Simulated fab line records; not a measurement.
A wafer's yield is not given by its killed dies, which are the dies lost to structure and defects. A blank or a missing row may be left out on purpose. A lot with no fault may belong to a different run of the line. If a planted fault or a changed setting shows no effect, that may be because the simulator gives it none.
fab line records    flow sky130
record: lots: 6  wafers: 18  last_day: 50
route steps=708 shown LDD_HVP@280 LDD_LDN@289 PAD_OPEN@708
lots with no fault: from the same line, run without faults
start_h: start of the lot's first displayed wafer, in hours after the record's first day    wait_h: hours from the lot's prior step to this one    " repeats the value in the row above    L1.1+2: a single row standing in for several wafers    - no value, or no start was given    * or withheld: withheld    < > ~ a bound
route shown NAME@n: NAME is a module with steps in the file, n the number in the route of the first one    usual: mean/standard deviation taken from wafers without a fault    same: alike in all rows    chamber/n: place in a boat    sites: each site's reading    _std_site: standard deviation of those values    _edge_site: outer sites' mean less inner sites'    radius_mm: how far each site lies from the wafer's centre    mask NAME#n: copy n    behind: the most recent tool/chamber to have shaped the wafer    hold: what put the lot on hold/how long, in hours/how the hold closed    device: which transistor (n, p or np) failed to switch    end of line: at the end of the route, the tests of the same wafers    where a step has no rows: the recipe by itself    killed: not the wafer's yield, but the dies lost to structure and defects at the first sort    map: shows each die of a wafer: x if killed, . if not, _ if none is there
set.NAME: the setting the step ran with; set.NAME@STEP: the setting that earlier step ran with    model.NAME: the simulator's own value behind a step, which no gauge read
a table for each step, a row for each wafer; lots at some steps of the route
services: from which hour (start_h, from the record's first day; less than 0 if before it) a tool's chamber was out of use, for how many hours, and why
== steps ==
step: SKY_LDD_HVP_COAT_02
recipe: resist: NOVOLAK  spin_rpm: 3000  resist_thk_nm: 300
step: SKY_LDD_HVP_SOFTBAKE_03
recipe: temp_c: 90  time_s: 60  resist: NOVOLAK
step: SKY_LDD_HVP_EXPOSE_04
recipe: mask_id: HVPTM  na: 0.6  source_shape: conventional  sigma_outer: 0.6  polarization: unpolarized  target_cd_nm: 700  dose_mj: 86
step: SKY_LDD_HVP_PEB_05
recipe: temp_c: withheld  time_s: *  resist: NOVOLAK
step: SKY_LDD_HVP_DEVELOP_06
recipe: resist: NOVOLAK  developer: TMAH  develop_time_s: 60  dev_temp_c: 23
step: SKY_LDD_HVP_OVL_MEAS_07
usual: LDD_HVP_OVL: -0.3/1.4
lot.wafer  tool        chamber  start_h  wait_h  LDD_HVP_OVL[nm]
L888.1     overlay-01  -        527.81   0.1     -0.6
L888.3     "           -        "        "       -0.4
L888.6     "           -        "        "       0.3
L890.2     overlay-02  -        547.71   0.1     1.2
L890.4     "           -        "        "       -1.2
L890.6     "           -        "        "       0.0
L901.1     overlay-01  -        644.01   0.1     0.5
L901.4     "           -        "        "       1.5
L901.6     "           -        "        "       0.2
L904.1     overlay-02  -        672.86   0.1     0.5
L904.4     "           -        "        "       -1.0
L904.5     "           -        "        "       -1.2
L906.2     overlay-01  -        678.61   0.1     -0.5
L906.5     "           -        "        "       -0.3
L906.6     "           -        "        "       1.1
L907.1     overlay-01  -        685.59   0.1     -0.9
L907.4     "           -        "        "       1.5
L907.5     "           -        "        "       -0.1
step: SKY_LDD_HVP_IMPLANT_08
recipe: species: B  energy_kev: 20  dose_cm2: 1.7e+13  tilt_deg: 17.9
step: SKY_LDD_HVP_STRIP_09
recipe: chemistry: O2/N2  power_w: 1400  pressure_mtorr: 1500  platen_temp_c: withheld  o2_flow_sccm: 3000  n2_flow_sccm: 300  overash_fraction: 0.5
usual: drypump_motor_current_A: 5.5/0.65  oes_product_au: 0.409/0.0042  strip_time_to_endpoint_s: 4.139/0.014
lot.wafer  tool             chamber  start_h  wait_h  drypump_motor_current_A  oes_product_au  rf_hours_counter_h  strip_time_to_endpoint_s
L888.1     plasma_asher-03  1        528.00   0.1     6.0                      0.409           72                  4.158
L888.3     "                1        "        "       6.0                      0.408           -                   4.154
L888.6     "                0        "        "       6.0                      0.405           -                   4.164
L890.2     plasma_asher-04  0        547.89   0.1     6.3                      0.413           44                  4.136
L890.4     "                1        "        "       4.9                      0.410           -                   4.155
L890.6     "                1        "        "       4.9                      0.412           -                   4.120
L901.1     plasma_asher-01  0        644.20   0.1     4.8                      0.406           17                  4.123
L901.4     "                1        "        "       5.0                      0.409           -                   4.141
L901.6     "                1        "        "       5.0                      0.408           -                   4.117
L904.1     plasma_asher-01  1        673.04   0.1     5.0                      0.406           19                  4.153
L904.4     "                0        "        "       4.8                      0.404           -                   4.146
L904.5     "                1        "        "       5.0                      0.410           -                   4.147
L906.2     plasma_asher-03  0        678.79   0.1     6.0                      0.418           88                  4.143
L906.5     "                1        "        "       6.0                      0.400           -                   4.133
L906.6     "                0        "        "       6.0                      0.410           -                   4.103
L907.1     plasma_asher-04  1        685.77   0.1     4.9                      0.407           58                  4.136
L907.4     "                1        "        "       4.9                      0.412           -                   4.149
L907.5     "                1        "        "       5.0                      0.404           -                   4.163
step: SKY_LDD_HVP_TW_MEAS_10
usual: LDD_HVP_TW: 455.9/2.9
lot.wafer  tool           chamber  start_h  wait_h  LDD_HVP_TW
L888.1     film_metro-04  -        528.10   0.1     454.4
L888.3     "              -        "        "       457.2
L888.6     "              -        "        "       456.1
L890.2     film_metro-03  -        548.00   0.1     451.5
L890.4     "              -        "        "       457.0
L890.6     "              -        "        "       454.8
L901.1     film_metro-04  -        644.30   0.1     454.6
L901.4     "              -        "        "       456.3
L901.6     "              -        "        "       451.7
L904.1     film_metro-02  -        673.14   0.1     455.4
L904.4     "              -        "        "       455.5
L904.5     "              -        "        "       456.9
L906.2     film_metro-03  -        678.90   0.1     460.7
L906.5     "              -        "        "       456.5
L906.6     "              -        "        "       457.1
L907.1     film_metro-04  -        685.87   0.1     450.9
L907.4     "              -        "        "       453.1
L907.5     "              -        "        "       452.3
step: SKY_LDD_LDN_DEHYDRATE_00
recipe: temp_c: 200  time_s: 60
step: SKY_LDD_LDN_HMDS_01
recipe: prime_time_s: 60  prime_temp_c: 120
step: SKY_LDD_LDN_COAT_02
recipe: resist: NOVOLAK  spin_rpm: 3000  resist_thk_nm: 1140
step: SKY_LDD_LDN_SOFTBAKE_03
recipe: temp_c: 90  time_s: 60  resist: NOVOLAK
usual: heater_power_total_W: 56.59/0.044  plate_temp_C: 90.02/0.13
lot.wafer  tool            chamber  start_h  wait_h  heater_power_total_W  plate_temp_C
L888.1     litho_track-04  0        543.46   0.1     56.54                 90.42
L888.3     "               0        "        "       56.62                 90.19
L888.6     "               0        "        "       56.62                 90.21
L890.2     litho_track-03  0        562.49   0.1     56.64                 90.17
L890.4     "               0        "        "       56.60                 90.03
L890.6     "               0        "        "       56.67                 89.93
L901.1     litho_track-04  0        658.11   0.1     57.52                 90.94
L901.4     "               0        "        "       57.58                 91.15
L901.6     "               0        "        "       57.57                 91.17
L904.1     litho_track-04  0        686.81   0.1     57.60                 91.45
L904.4     "               0        "        "       57.64                 91.21
L904.5     "               0        "        "       57.46                 91.20
L906.2     litho_track-03  0        692.14   0.1     56.60                 90.03
L906.5     "               0        "        "       56.60                 90.05
L906.6     "               0        "        "       56.60                 90.04
L907.1     litho_track-03  0        700.46   0.1     56.57                 89.94
L907.4     "               0        "        "       56.62                 90.21
L907.5     "               0        "        "       56.56                 89.98
step: SKY_LDD_LDN_EXPOSE_04
recipe: mask_id: LDNTM  na: 0.6  source_shape: conventional  sigma_outer: 0.6  polarization: unpolarized  target_cd_nm: 700  dose_mj: 140
step: SKY_PAD_OPEN_PROBE_99
usual: killed_at_M0_to_M3: 42/7.6  killed_at_M4_up: 3.4/2  killed_at_contacts: 24/5.9  killed_at_front_end: 16/4.5  killed_at_other: 0.4/0.58  killed_dies: 86/10  killed_on_rim: 17/4.2  killed_open: 47/7.6  killed_short: 39/6.7
same: gross_dies: 492  killed_at_back_side: 0
lot.wafer  tool       chamber  start_h  wait_h  killed_at_M0_to_M3  killed_at_M4_up  killed_at_contacts  killed_at_front_end  killed_at_other  killed_dies  killed_on_rim  killed_open  killed_short
L888.1     prober-02  -        1102.68  0.1     41                  2                16                  17                   0                76           13             46           29
L888.3     prober-02  -        1102.78  0.2     57                  4                30                  11                   0                102          16             47           55
L888.6     prober-02  -        1102.93  0.2     33                  0                23                  16                   0                72           16             43           29
L890.2     prober-02  -        1110.89  0.1     45                  3                37                  14                   1                100          23             63           36
L890.4     prober-02  -        1110.99  0.2     41                  4                34                  6                    1                86           18             49           37
L890.6     prober-02  -        1111.09  0.2     31                  2                31                  19                   1                84           12             44           38
L901.1     prober-02  -        1173.68  0.1     41                  4                23                  16                   0                84           17             50           33
L901.4     prober-02  -        1173.83  0.2     47                  5                28                  11                   1                92           17             44           46
L901.6     prober-02  -        1173.93  0.2     42                  11               30                  16                   0                99           14             48           51
L904.1     prober-02  -        1193.23  0.1     58                  3                31                  16                   0                108          19             55           53
L904.4     prober-02  -        1193.38  0.2     35                  3                24                  15                   0                77           14             39           38
L904.5     prober-02  -        1193.43  0.2     49                  0                30                  6                    1                86           16             54           31
L906.2     prober-02  -        1195.68  0.1     26                  4                14                  17                   1                62           11             31           31
L906.5     prober-02  -        1195.83  0.2     48                  2                31                  10                   1                92           24             50           41
L906.6     prober-02  -        1195.88  0.2     30                  6                32                  13                   0                81           15             42           39
L907.1     prober-02  -        1200.87  1.9     50                  1                17                  10                   0                78           13             42           36
L907.4     prober-02  -        1201.02  2.0     33                  5                40                  14                   0                92           18             48           44
L907.5     prober-02  -        1201.07  2.1     42                  1                19                  13                   0                75           20             45           30
killed by level:class
L888.1 VIA1:geometric_particle:open=10 VIA2:geometric_particle:open=7 VIA3:geometric_particle:open=6 CONTACT:geometric_particle:open=5 METAL2:geometric_particle:short=5 LI_CONTACT:geometric_particle:open=4 METAL1:geometric_particle:short=4 FIELD_ISO:geometric_particle:short=3
L888.3 VIA1:geometric_particle:open=17 VIA1:geometric_particle:short=10 LI_CONTACT:geometric_particle:short=7 LOCAL_INTERCONNECT:geometric_particle:short=7 CONTACT:geometric_particle:short=6 VIA2:geometric_particle:open=6 VIA3:geometric_particle:open=5 FIELD_ISO:geometric_particle:short=4
L888.6 CONTACT:geometric_particle:open=10 VIA1:geometric_particle:open=10 FIELD_ISO:geometric_particle:open=6 LI_CONTACT:geometric_particle:open=6 FIELD_ISO:geometric_particle:short=5 METAL2:geometric_particle:short=5 VIA3:geometric_particle:open=5 LOCAL_INTERCONNECT:geometric_particle:short=4
L890.2 CONTACT:geometric_particle:open=17 VIA1:geometric_particle:open=11 VIA2:geometric_particle:open=9 LI_CONTACT:geometric_particle:open=7 VIA3:geometric_particle:open=7 CONTACT:geometric_particle:short=5 METAL2:geometric_particle:open=4 METAL2:geometric_particle:short=4
L890.4 CONTACT:geometric_particle:open=18 METAL2:geometric_particle:short=7 VIA1:geometric_particle:open=7 LI_CONTACT:geometric_particle:open=6 CONTACT:geometric_particle:short=6 VIA3:geometric_particle:open=6 VIA1:geometric_particle:short=4 METAL1:geometric_particle:short=4
L890.6 CONTACT:geometric_particle:open=12 FIELD_ISO:geometric_particle:open=8 FIELD_ISO:geometric_particle:short=7 VIA1:geometric_particle:open=7 LI_CONTACT:geometric_particle:open=6 VIA1:geometric_particle:short=5 LI_CONTACT:geometric_particle:short=4 LOCAL_INTERCONNECT:geometric_particle:short=4
L901.1 VIA1:geometric_particle:open=11 LI_CONTACT:geometric_particle:open=9 CONTACT:geometric_particle:open=8 METAL2:geometric_particle:short=6 VIA2:geometric_particle:open=6 METAL1:geometric_particle:short=5 POLY_GATE:geometric_particle:open=5 POLY_GATE:geometric_particle:short=5
L901.4 METAL2:geometric_particle:short=10 CONTACT:geometric_particle:open=8 VIA1:geometric_particle:open=8 LI_CONTACT:geometric_particle:open=7 LOCAL_INTERCONNECT:geometric_particle:short=7 VIA1:geometric_particle:short=6 VIA3:geometric_particle:short=5 METAL2:geometric_particle:open=4
L901.6 CONTACT:geometric_particle:open=11 VIA2:geometric_particle:open=9 METAL4:geometric_particle:short=7 POLY_GATE:geometric_particle:short=6 LI_CONTACT:geometric_particle:open=6 CONTACT:geometric_particle:short=6 VIA1:geometric_particle:open=6 LI_CONTACT:geometric_particle:short=5
L904.1 LI_CONTACT:geometric_particle:open=10 CONTACT:geometric_particle:open=10 VIA1:geometric_particle:open=10 VIA2:geometric_particle:open=8 METAL1:geometric_particle:short=8 FIELD_ISO:geometric_particle:short=6 VIA2:geometric_particle:short=6 VIA3:geometric_particle:open=6
L904.4 VIA3:geometric_particle:open=8 CONTACT:geometric_particle:open=7 CONTACT:geometric_particle:short=7 LI_CONTACT:geometric_particle:open=6 METAL1:geometric_particle:short=6 POLY_GATE:geometric_particle:short=4 VIA1:geometric_particle:open=4 VIA2:geometric_particle:short=4
L904.5 VIA1:geometric_particle:open=15 CONTACT:geometric_particle:open=12 VIA3:geometric_particle:open=10 CONTACT:geometric_particle:short=6 VIA2:geometric_particle:open=5 LI_CONTACT:geometric_particle:open=5 METAL2:geometric_particle:short=5 LI_CONTACT:geometric_particle:short=4
L906.2 LI_CONTACT:geometric_particle:open=8 METAL1:geometric_particle:short=5 FIELD_ISO:geometric_particle:short=4 POLY_GATE:geometric_particle:short=4 POLY_GATE:geometric_particle:open=4 VIA3:geometric_particle:open=4 METAL4:geometric_particle:short=4 CONTACT:geometric_particle:open=3
L906.5 VIA3:geometric_particle:open=10 CONTACT:geometric_particle:open=9 LI_CONTACT:geometric_particle:open=8 METAL1:geometric_particle:short=8 VIA1:geometric_particle:open=7 CONTACT:geometric_particle:short=6 LOCAL_INTERCONNECT:geometric_particle:short=6 VIA2:geometric_particle:open=5
L906.6 CONTACT:geometric_particle:short=9 LI_CONTACT:geometric_particle:open=8 POLY_GATE:geometric_particle:open=7 CONTACT:geometric_particle:open=7 VIA3:geometric_particle:open=6 LOCAL_INTERCONNECT:geometric_particle:short=6 METAL1:geometric_particle:short=6 METAL4:geometric_particle:short=4
L907.1 VIA3:geometric_particle:open=9 CONTACT:geometric_particle:open=9 VIA1:geometric_particle:open=8 METAL2:geometric_particle:short=7 VIA2:geometric_particle:short=5 LOCAL_INTERCONNECT:geometric_particle:short=4 VIA1:geometric_particle:short=4 METAL1:geometric_particle:short=4
L907.4 CONTACT:geometric_particle:open=16 LOCAL_INTERCONNECT:geometric_particle:short=8 VIA1:geometric_particle:open=8 FIELD_ISO:geometric_particle:short=7 CONTACT:geometric_particle:short=6 LI_CONTACT:geometric_particle:open=5 VIA2:geometric_particle:open=5 METAL4:geometric_particle:short=4
L907.5 VIA1:geometric_particle:open=11 CONTACT:geometric_particle:open=10 VIA3:geometric_particle:open=8 VIA2:geometric_particle:open=6 METAL3:geometric_particle:short=5 LI_CONTACT:geometric_particle:open=4 VIA1:geometric_particle:short=4 FIELD_ISO:geometric_particle:open=3
== services ==
tool             chamber  start_h  hours  kind
plasma_asher-01  -        520.03   14.3   repair
plasma_asher-03  -        558.32   0.5    repair
plasma_asher-04  -        675.47   1.3    repair
plasma_asher-01  -        677.29   24.6   repair
== key ==
first_sign: step: SKY_LDD_LDN_SOFTBAKE_03  reading: heater_power_total_W  direction: up  sigmas: 22  usual: *  struck: *
effect: step: SKY_LDD_LDN_SOFTBAKE_03  reading: plate_temp_C  direction: up  sigmas: 8.8  usual: *  struck: *
met_at SKY_LDD_LDN_SOFTBAKE_03
struck_wafers L901.1,L901.4,L901.6,L904.1,L904.4,L904.5
tester_left_out L901,L904
onset_between 543.46 658.11
fault: kind: process_parameter_drift  tool: litho_track-04  chamber: -  onset_h: 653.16  steps: SKY_LDD_LDN_SOFTBAKE_03  channel: temp_c  offset: *  shape: step  end_h: 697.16  acts_in: *  stated: *
tester_left_out: of these lots the tester's yield and bins aren't shown, on N5 and GAA mostly nor the transistor test; their killed dies are dies lost to structure and defects alone, not to doping, threshold or leakage, so they don't give the yield
